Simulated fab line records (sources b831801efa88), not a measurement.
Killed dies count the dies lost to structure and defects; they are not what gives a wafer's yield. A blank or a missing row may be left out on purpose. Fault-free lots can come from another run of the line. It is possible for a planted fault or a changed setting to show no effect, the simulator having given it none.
Comparing a struck lot with a sound one ; flow sky130 ; 17 out of 708 route steps
Sound: the wafers L499.1, L499.4, L499.6. Wafers L509.2, L509.4, L509.6 were the ones struck. Last of all comes the cause.
Order at every step that has rows: each side's tool, ch and its chambers, its first start. Under that, the readings that differ: sound wafers ; struck wafers ; difference of the means ; sigmas: that difference in standard deviations of wafers without a fault.
alike: words and numbers the same on both sides, and readings whose means are apart by under 2 such deviations; not compared: readings that were withheld, readings missing a value for some wafer, numbers with overlapping values and no deviation given by the record, and bounds like >300 which may hide the same value.
Wherever a step has rows on one side only, a row that says differs or no value, or a row with sigmas, the two part there. Numbers that don't overlap but have no deviation are shown without sigmas and don't part them. Lack of a reading on every wafer of one side parts them only where that side has two or more wafers.

first, 1 step without rows for these wafers: SKY_VT_ADJUST_LVTN_IMPLANT_19.
SKY_VT_ADJUST_LVTN_STRIP_20: strips in O2/N2.
  sound on plasma asher-02 ch 0,1, day 9 00:02; struck on plasma asher-02 ch 0,1, day 12 05:56
  alike: drypump motor current A, oes product au, strip time to endpoint s
  not compared: rf hours counter h
SKY_VT_ADJUST_LVTN_TW_MEAS_21:
  sound on film metro-03, day 9 00:08; struck on film metro-04, day 12 06:02
  alike: VT_ADJUST_LVTN_2_TW
then, 7 steps without rows for these wafers: SKY_VT_ADJUST_NCORE_DEHYDRATE_00 (time 60 s); SKY_VT_ADJUST_NCORE_HMDS_01 (prime time 60 s); SKY_VT_ADJUST_NCORE_COAT_02 (resist thk 1130 nm); SKY_VT_ADJUST_NCORE_SOFTBAKE_03 (time 60 s); SKY_VT_ADJUST_NCORE_EXPOSE_04 (exposes mask LVTN COMPLEMENT THIN, target cd 380 nm); SKY_VT_ADJUST_NCORE_PEB_05; SKY_VT_ADJUST_NCORE_DEVELOP_06 (develop time 60 s).
SKY_VT_ADJUST_NCORE_CD_MEAS_07 targets a cd of 380 nm.
  sound on cd sem-01, day 9 20:30; struck on cd sem-01, day 13 06:46
reading;sound;struck;difference;sigmas
cd nm (nm);376.4 379.4 378.1;384.9 384.1 386.2;+7.1;+3
SKY_VT_ADJUST_NCORE_OVL_MEAS_08:
  sound on overlay-01, day 9 20:37; struck on overlay-01, day 13 06:53
  alike: VT_ADJUST_NCORE_OVL
SKY_VT_ADJUST_NCORE_IMPLANT_09:
  sound on implanter-04 ch 0, day 9 20:39; struck on implanter-04 ch 0, day 13 06:57
reading;sound;struck;difference;sigmas
beam on s (s);9.88 10.03 9.74;11.09 10.89 10.97;+1.10;+6
end station pressure torr (Torr);4.87e-06 5.23e-06 4.95e-06;7.015e-05 7.449e-05 7.331e-05;+6.763e-05;+99 or more
faraday current uA;13.71 13.48 13.86;11.88 12.14 12.01;-1.67;-7
  alike: dose ions cm2
SKY_VT_ADJUST_NCORE_STRIP_10: strips in O2/N2.
  sound on plasma asher-04 ch 0, day 9 20:48; struck on plasma asher-02 ch 0,1, day 13 07:04
  alike: drypump motor current A, oes product au, strip time to endpoint s
  not compared: rf hours counter h
SKY_VT_ADJUST_NCORE_TW_MEAS_11:
  sound on film metro-02, day 9 20:54; struck on film metro-03, day 13 07:11
reading;sound;struck;difference;sigmas
VT_ADJUST_NCORE_TW;219.9 221.5 220.8;229.9 231.1 229.0;+9.3;+8
then, 1 step without rows for these wafers: SKY_VT_ADJUST_HVTR_DEHYDRATE_00 (time 60 s).
-- record jumps: 36 days separate the struck wafers' starts on either side; left off in module VT_ADJUST_HVTR, taken up again in module PAD_OPEN, whose first shown step is the route's number 708 --
SKY_PAD_OPEN_PROBE_99:
  sound on prober-01, day 47 01:22; struck on prober-02, day 49 16:20
reading;sound;struck;difference;sigmas
model.etest.nfet_16v.r on ohm um;1.403e+04 1.402e+04 1.401e+04;1.471e+04 1.478e+04 1.458e+04;+6.700e+02;
model.etest.pfet g5v0d10v5.r on ohm um;4704 4771 4676;4656 4650 4608;-79;
model.etest.res pwell under gate.rs ohm sq;2277 2304 2312;2244 2262 2246;-47;
model.etest.pfet g5v0d10v5.drive ua um;345.5 335.7 346.6;354.2 352.8 361.7;+13.6;
model.etest.pfet_16v.drive ua um;244 242.4 242.2;255.7 252.9 257.6;+12.5;
model.etest.nfet_16v.drive ua um;222.7 220.9 225.6;216.2 210.2 218.5;-8.1;
model.etest.pfet_01v8_mvt.drive ua um;150.7 148.5 150.3;155.2 154.8 155.4;+5.3;
model.etest.pfet g5v0d10v5.off log10 a um;-12.59 -12.79 -12.3;-11.09 -10.87 -11.1;+1.54;
  alike: killed_at_M0_to_M3, killed_at_M4_up, killed at contacts, killed at front end, killed at other, killed dies, killed open, killed short

## WHERE THEY PART
First at SKY_VT_ADJUST_NCORE_CD_MEAS_07; last, within this record, at SKY_VT_ADJUST_NCORE_TW_MEAS_11. Later steps at which nothing parts them and some readings are alike: SKY_PAD_OPEN_PROBE_99.

WHY: what had been put in by the simulator
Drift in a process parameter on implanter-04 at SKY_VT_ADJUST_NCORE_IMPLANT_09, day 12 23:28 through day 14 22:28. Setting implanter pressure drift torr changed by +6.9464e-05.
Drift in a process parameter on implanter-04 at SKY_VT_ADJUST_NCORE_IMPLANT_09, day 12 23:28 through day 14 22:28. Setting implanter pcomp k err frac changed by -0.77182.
